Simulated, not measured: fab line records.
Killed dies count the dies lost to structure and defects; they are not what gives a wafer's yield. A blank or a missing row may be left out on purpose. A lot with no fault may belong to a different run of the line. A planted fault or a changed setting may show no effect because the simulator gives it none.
Struck lot and sound lot, side by side | flow sfqLine | 42 steps out of a route of 325
Sound: wafers L749.1, L749.2, L749.4. Struck: wafer L740.3. (L740.1, L740.2 of the same lot were not struck and are left out.) The cause comes at the end.
Order at every step that has rows: each side's tool, ch and its chambers, its first start. Under that, the readings that differ: sound wafers | struck wafers | difference of the means | sigmas: that difference in standard deviations of wafers without a fault.
alike: same words and numbers on both sides, and readings whose means sit less than 2 such deviations apart. not compared: any withheld reading, any reading some wafer has no value for, any bound like >300 that may hide the same value, and any number with overlapping values for which the record gives no deviation.
The two part at a step that has a row with sigmas, a row that says differs or no value, or rows on one side only. Numbers that have no deviation but don't overlap get no sigmas and don't part them. Lack of a reading on every wafer of one side parts them only where that side has two or more wafers.

first, 6 steps without rows for these wafers: SFQ_TRILAYER_M6_LITHO_COAT_164 (resist thk 62 nm); SFQ_TRILAYER_M6_LITHO_COAT_159 (resist thk 600 nm); SFQ_TRILAYER_M6_LITHO_SOFTBAKE_163; SFQ_TRILAYER_M6_LITHO_EXPOSE_160 (exposes mask M6, target cd 500 nm); SFQ_TRILAYER_M6_LITHO_PEB_162 (peb time 60 s); SFQ_TRILAYER_M6_LITHO_DEVELOP_161 (time 60 s).
SFQ_M6_OVL_MEAS_940:
  sound: overlay-02 at day 77 17:52; struck: overlay-02 at day 74 07:07
  alike: M6_OVL
then, 1 step without rows for these wafers: SFQ_TRILAYER_M6_BARC_OPEN_METAL_ETCH_206 (etches BARC in O2, target depth 125 nm, time 41.7 s).
SFQ_TRILAYER_M6_ETCH_METAL_ETCH_162: etches Nb in Cl2/Ar, stops on SiO2, target depth 240 nm, time 120 s.
  sound on rieMetal-01 ch 0,1, day 77 17:58; struck on rieMetal-01 ch 1, day 74 07:13
  alike: drypumpMotorCurrentA, oesProductAu
  not compared: rfHoursCounterH
then, 2 steps without rows for these wafers: SFQ_TRILAYER_M6_STRIP_STRIP_163 (strips in O2); SFQ_TRILAYER_M6_STRIP_SOLV_CLEAN_164 (cleans in NMP, time 600 s).
SFQ_TRILAYER_I6_DEP_PECVD_165: deposits SiO2 from SiH4/N2O, time 111.11 s, target thk 500 nm.
  sound on pecvd-02 ch 1,2, day 77 18:52; struck on pecvd-04 ch 2, day 74 08:07
  alike: heaterPowerW, throttleValvePct
SFQ_TRILAYER_I6_CMP_CMP_166: polishes SiO2.
  sound on cmp-01 ch 1,2,3, day 77 22:41; struck on cmp-02 ch 2, day 74 09:11
reading                                            | sound             | struck | difference | sigmas
timeToEndpointS (s)                                | 201 203 214       | 275    | +69        | +12
model.SiO2_of_TRILAYER_I6_DEP_PECVD_165.thkNm (nm) | 197.8 198.7 199.8 | 303.6  | +104.8     | 
  alike: motorCurrentA
SFQ_I6_BOW_MEAS_941:
  sound: filmMetro-03 at day 78 01:11; struck: filmMetro-01 at day 74 11:11
  alike: I6_BOW
SFQ_TRILAYER_I6_METRO_MEASURE_167:
  sound: filmMetro-03 at day 78 01:18; struck: filmMetro-01 at day 74 11:19
reading    | sound             | struck | difference | sigmas
thkNm (nm) | 197.9 198.7 200.0 | 303.6  | +104.7     | +99 or more
then, 6 steps without rows for these wafers: SFQ_TRILAYER_I6_VIA_LITHO_COAT_174 (resist thk 62 nm); SFQ_TRILAYER_I6_VIA_LITHO_COAT_169 (resist thk 650 nm); SFQ_TRILAYER_I6_VIA_LITHO_SOFTBAKE_173; SFQ_TRILAYER_I6_VIA_LITHO_EXPOSE_170 (exposes mask I6, target cd 700 nm); SFQ_TRILAYER_I6_VIA_LITHO_PEB_172 (peb time 60 s); SFQ_TRILAYER_I6_VIA_LITHO_DEVELOP_171 (time 60 s).
-- the record jumps here: 4 days lie between the struck wafers' starts before and after --
SFQ_I6_OVL_MEAS_942:
  sound: overlay-01 at day 81 19:40; struck: overlay-01 at day 78 22:40
  alike: I6_OVL
SFQ_TRILAYER_I6_VIA_BARC_OPEN_VIA_ETCH_235: etches BARC in O2, target depth 125 nm, time 41.7 s.
  sound on rieDiel-02 ch 0,2, day 81 19:42; struck on rieDiel-02 ch 0, day 78 22:42
  alike: drypumpMotorCurrentA, oesProductAu
  not compared: rfHoursCounterH
SFQ_TRILAYER_I6_VIA_ETCH_VIA_ETCH_172: etches SiO2 in CHF3, stops on Nb, target depth 260 nm.
  sound on rieDiel-02 ch 0,2, day 81 19:44; struck on rieDiel-02 ch 0, day 78 22:44
reading                      | sound             | struck | difference | sigmas
oesProductAu (a.u.)          | 0.854 0.846 0.858 | 0.987  | +0.134     | +24
model.etch.depthNm (nm)      | 197.8 198.7 199.8 | 255.4  | +56.6      | 
model.I6.featureDepthNm (nm) | 197.8 198.7 199.8 | 255.4  | +56.6      | 
  alike: drypumpMotorCurrentA
SFQ_TRILAYER_I6_VIA_STRIP_STRIP_173: strips in O2.
  sound on rieMetal-03 ch 0,1, day 81 19:51; struck on rieMetal-04 ch 0, day 78 22:51
  alike: drypumpMotorCurrentA, oesProductAu
  not compared: rfHoursCounterH
then, 1 step without rows for these wafers: SFQ_TRILAYER_I6_VIA_STRIP_SOLV_CLEAN_174 (cleans in NMP, time 600 s).
SFQ_TRILAYER_M7_DEP_PRE_CLEAN_176: time 22.5 s.
  sound: pvdSputter-05 at day 81 20:37; struck: pvdSputter-06 at day 78 23:38
reading                                            | sound             | struck | difference | sigmas
biasV (V)                                          | 252.8 241.6 250.9 | 255.9  | +7.5       | +3
model.SiO2_of_TRILAYER_I6_DEP_PECVD_165.thkNm (nm) | 190.3 191.2 192.3 | 296.1  | +104.8     | 
SFQ_TRILAYER_M7_DEP_SPUTTER_175: material Nb, target thk 200 nm, time 133.3 s.
  sound: pvdSputter-05 at day 81 20:39; struck: pvdSputter-06 at day 78 23:40
  alike: throttleValvePct
SFQ_M7_RS_MEAS_943: a four-point-probe measurement.
  sound: filmMetro-03 at day 81 20:44; struck: filmMetro-02 at day 78 23:45
  alike: M7_NB_RS
then, 6 steps without rows for these wafers: SFQ_TRILAYER_M7_LITHO_COAT_182 (resist thk 62 nm); SFQ_TRILAYER_M7_LITHO_COAT_177 (resist thk 600 nm); SFQ_TRILAYER_M7_LITHO_SOFTBAKE_181; SFQ_TRILAYER_M7_LITHO_EXPOSE_178 (exposes mask M7, target cd 500 nm); SFQ_TRILAYER_M7_LITHO_PEB_180 (peb time 60 s); SFQ_TRILAYER_M7_LITHO_DEVELOP_179 (time 60 s).
SFQ_M7_OVL_MEAS_945:
  sound: overlay-02 at day 81 23:47; struck: overlay-02 at day 79 22:46
  alike: M7_OVL
then, 5 steps without rows for these wafers: SFQ_TRILAYER_M7_BARC_OPEN_METAL_ETCH_229 (etches BARC in O2, target depth 125 nm, time 41.7 s); SFQ_TRILAYER_M7_ETCH_METAL_ETCH_180 (etches Nb in Cl2/Ar, stops on SiO2, target depth 240 nm, time 120 s); SFQ_TRILAYER_M7_STRIP_STRIP_181 (strips in O2); SFQ_TRILAYER_M7_STRIP_SOLV_CLEAN_182 (cleans in NMP, time 600 s); SFQ_TRILAYER_I7_DEP_PECVD_183 (deposits SiO2 from SiH4/N2O, time 111.11 s, target thk 500 nm).
-- the record jumps here: 4 days lie between the struck wafers' starts before and after --
SFQ_M8_BOW_MEAS_951:
  sound: filmMetro-04 at day 90 02:12; struck: filmMetro-04 at day 84 02:21
reading                | sound             | struck | difference | sigmas
model.etest.i6.linkOhm | 1.893 1.872 1.871 | 1e+06  | +1e+06     | 
  alike: M8_BOW

## WHERE THEY PART
Last at SFQ_TRILAYER_M7_DEP_PRE_CLEAN_176 as far as this record goes, first at SFQ_TRILAYER_I6_CMP_CMP_166. Later steps at which nothing parts them and some readings are alike: SFQ_TRILAYER_M7_DEP_SPUTTER_175, SFQ_M7_RS_MEAS_943, SFQ_M7_OVL_MEAS_945, SFQ_M8_BOW_MEAS_951.

WHY: what had been put in by the simulator
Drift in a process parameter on cmp-02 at SFQ_TRILAYER_I6_CMP_CMP_166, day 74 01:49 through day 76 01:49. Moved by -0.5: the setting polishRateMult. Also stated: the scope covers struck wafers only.
